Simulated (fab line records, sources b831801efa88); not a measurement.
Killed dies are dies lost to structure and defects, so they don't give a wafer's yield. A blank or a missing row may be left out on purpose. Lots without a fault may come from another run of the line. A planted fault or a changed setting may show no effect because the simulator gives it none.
Which tool did it? | flow gf180mcu | 11 lots, 33 wafers sampled, at 5 steps of a route of 602

WHAT THE GAUGES READ, wafer by wafer
GF_V3_BOW_MEAS_05.
lot  | measured     | on            | V3_BOW (um)
L258 | day 23 14:12 | film_metro-02 | 126 111 95
L259 | day 24 02:31 | film_metro-02 | 129 139 128
L261 | day 24 18:41 | film_metro-03 | 120 119 108
L265 | day 26 00:41 | film_metro-01 | 118 107 116
L266 | day 26 08:56 | film_metro-02 | 116 116 113
L273 | day 28 04:00 | film_metro-01 | 121 119 106
L276 | day 29 07:47 | film_metro-03 | 118 107 122
L279 | day 29 20:59 | film_metro-03 | 122 124 124
L280 | day 30 04:19 | film_metro-01 | 105 115 120
L281 | day 30 04:56 | film_metro-03 | 120 117 130
L275 | day 30 10:28 | film_metro-02 | 136 122 131

GF_V3_RS_MEAS_24: measures by four-point-probe.
lot  | measured     | on            | V3_W_RS (ohm/sq)
L258 | day 24 15:28 | film_metro-02 | 0.322 0.316 0.326
L259 | day 25 03:59 | film_metro-01 | 0.314 0.326 0.321
L261 | day 25 18:52 | film_metro-02 | 0.316 0.315 0.309
L265 | day 27 00:20 | film_metro-01 | 0.323 0.202 0.331 0.323 0.202 0.331
L266 | day 27 07:11 | film_metro-02 | 0.317 0.332 0.317
L273 | day 29 01:35 | film_metro-01 | 0.333 0.319 0.328
L276 | day 30 05:41 | film_metro-02 | 0.332 0.331 0.326
L279 | day 30 18:26 | film_metro-02 | 0.316 0.332 0.322
L280 | day 31 04:57 | film_metro-02 | 0.322 0.335 0.320
L281 | day 31 02:06 | film_metro-03 | 0.323 0.332 0.325
L275 | day 31 06:09 | film_metro-02 | 0.317 0.332 0.321

WHICH TOOL RAN EACH LOT (tool, then ch and the chambers of the sampled wafers, then the start)
lot  | GF_V3_ETCH_16                      | GF_V3_ETCH_17                                 | GF_V3_CVD_23
L258 | rie_diel-01 ch 0,2,3, day 24 14:34 | rie_diel-01 ch 0,2,3, day 24 15:21 or earlier | cvd_w-02 ch 0,1, day 24 15:21
L259 | rie_diel-03 ch 0,1,3, day 25 03:07 | rie_diel-03 ch 0,1,3, day 25 03:52 or earlier | cvd_w-02 ch 0,1, day 25 03:52
L261 | rie_diel-02 ch 0,1,2, day 25 17:58 | rie_diel-02 ch 0,1,2, day 25 18:44 or earlier | cvd_w-02 ch 1, day 25 18:44
L265 | rie_diel-02 ch 0,3, day 26 23:25   | rie_diel-02 ch 0,3, day 27 00:13 or earlier   | cvd_w-01 ch 0,1, day 27 00:13
L266 | rie_diel-03 ch 0,1,2, day 27 06:19 | rie_diel-03 ch 0,1,2, day 27 07:05 or earlier | cvd_w-02 ch 0,1, day 27 07:05
L273 | rie_diel-02 ch 0,1,2, day 29 00:43 | rie_diel-02 ch 0,1,2, day 29 01:28 or earlier | cvd_w-02 ch 0,1, day 29 01:28
L276 | rie_diel-02 ch 1,2,3, day 30 04:45 | rie_diel-02 ch 1,2,3, day 30 05:33 or earlier | cvd_w-01 ch 0,1, day 30 05:33
L279 | rie_diel-03 ch 0,3, day 30 17:31   | rie_diel-03 ch 0,3, day 30 18:18 or earlier   | cvd_w-01 ch 0,1, day 30 18:18
L280 | rie_diel-01 ch 2,3, day 31 00:31   | rie_diel-01 ch 2,3, day 31 04:49 or earlier   | cvd_w-01 ch 0,1, day 31 04:49
L281 | rie_diel-03 ch 0,3, day 31 01:10   | rie_diel-03 ch 0,3, day 31 01:59 or earlier   | cvd_w-01 ch 0,1, day 31 01:59
L275 | rie_diel-03 ch 0,3, day 31 05:16   | rie_diel-03 ch 0,3, day 31 06:02 or earlier   | cvd_w-01 ch 0,1, day 31 06:02
- GF_V3_ETCH_16: etches BARC in N2/H2.
- GF_V3_ETCH_17: etches SiO2 in C4F8/O2/Ar, stops on TiN, target depth 635 nm.
- GF_V3_CVD_23: deposits W, target thk 350 nm, time 104.9 s.

WHAT THE TOOLS THEMSELVES READ (means of the sampled wafers that have a number; where no wafer has one, the mark that the record gives instead)
GF_V3_ETCH_16.
lot  | tool        | chamber_pressure_mTorr (mTorr) | drypump_motor_current_A (A) | oes_product_au (a.u.) | throttle_valve_pct (%)
L258 | rie_diel-01 | 29.994                         | 5.8                         | 0.856                 | 13.223
L259 | rie_diel-03 | 30.002                         | 5.8                         | 0.855                 | 13.227
L261 | rie_diel-02 | 29.975                         | 5.4                         | 0.854                 | 13.221
L265 | rie_diel-02 | 30.013                         | 5.7                         | 0.856                 | 13.226
L266 | rie_diel-03 | 30.019                         | 5.5                         | 0.850                 | 13.234
L273 | rie_diel-02 | 29.992                         | 5.4                         | 0.852                 | 13.220
L276 | rie_diel-02 | 30.006                         | 5.6                         | 0.855                 | 13.227
L279 | rie_diel-03 | 30.031                         | 5.7                         | 0.852                 | 13.224
L280 | rie_diel-01 | 30.005                         | 5.7                         | 0.850                 | 13.223
L281 | rie_diel-03 | 29.994                         | 5.7                         | 0.849                 | 13.233
L275 | rie_diel-03 | 29.990                         | 5.7                         | 0.855                 | 13.226

GF_V3_ETCH_17.
lot  | tool        | chamber_pressure_mTorr (mTorr) | oes_product_au (a.u.)
L258 | rie_diel-01 | 40.02                          | 0.856
L259 | rie_diel-03 | 40.00                          | 0.862
L261 | rie_diel-02 | 39.98                          | 0.857
L265 | rie_diel-02 | 40.06                          | 0.854
L266 | rie_diel-03 | 40.03                          | 0.861
L273 | rie_diel-02 | 39.97                          | 0.855
L276 | rie_diel-02 | 40.01                          | 0.858
L279 | rie_diel-03 | 40.01                          | 0.858
L280 | rie_diel-01 | 40.01                          | 0.856
L281 | rie_diel-03 | 39.97                          | 0.851
L275 | rie_diel-03 | 40.00                          | 0.857

GF_V3_CVD_23.
lot  | tool     | chamber_pressure_Torr (Torr) | heater_power_w (W)
L258 | cvd_w-02 | 40.00                        | 848
L259 | cvd_w-02 | 39.94                        | 837
L261 | cvd_w-02 | 40.09                        | 834
L265 | cvd_w-01 | 39.97                        | 971
L266 | cvd_w-02 | 40.00                        | 841
L273 | cvd_w-02 | 40.01                        | 849
L276 | cvd_w-01 | 40.02                        | 1032
L279 | cvd_w-01 | 40.03                        | 981
L280 | cvd_w-01 | 40.08                        | 959
L281 | cvd_w-01 | 40.04                        | 979
L275 | cvd_w-01 | 39.92                        | 974

THE ANSWER, worked out from the rows above alone
Rule: what is usual is taken from the lots themselves. Put in order of their means at a reading, lots are off if they are a third of the lots or fewer, leave a main group of 4 or more, and stand apart from it by a gap of 3 or more times the standard deviation of the main group's means; of several such gaps the widest counts. A main group whose means are all the same, to the digits that the tables above print for the reading, isn't used. A lot without any number at a reading at which 4 lots or more have one is off too. The other lots that the step has rows for count as sound. The gauges are gone through in route order, then the tools' own readings, and for those a lot's mean is taken as printed above. The first step at which some lot is off is used, and at that step the reading that is off furthest; a lot without a number counts as furthest.
Off: L265, at GF_V3_RS_MEAS_24 (V3_W_RS). The main group: mean 0.323 ohm/sq, standard deviation 0.0043.
A tool fits if, at a process step before that reading, it ran every lot that is off, and no sound lot after the first of them. The gauges at GF_V3_RS_MEAS_24 are tried like those tools. GF_V3_ETCH_17 gives no start for some lots, so the hours and the order of its lots are those of GF_V3_CVD_23. None of those tried fits.

WHAT THE SIMULATOR HAD PUT IN
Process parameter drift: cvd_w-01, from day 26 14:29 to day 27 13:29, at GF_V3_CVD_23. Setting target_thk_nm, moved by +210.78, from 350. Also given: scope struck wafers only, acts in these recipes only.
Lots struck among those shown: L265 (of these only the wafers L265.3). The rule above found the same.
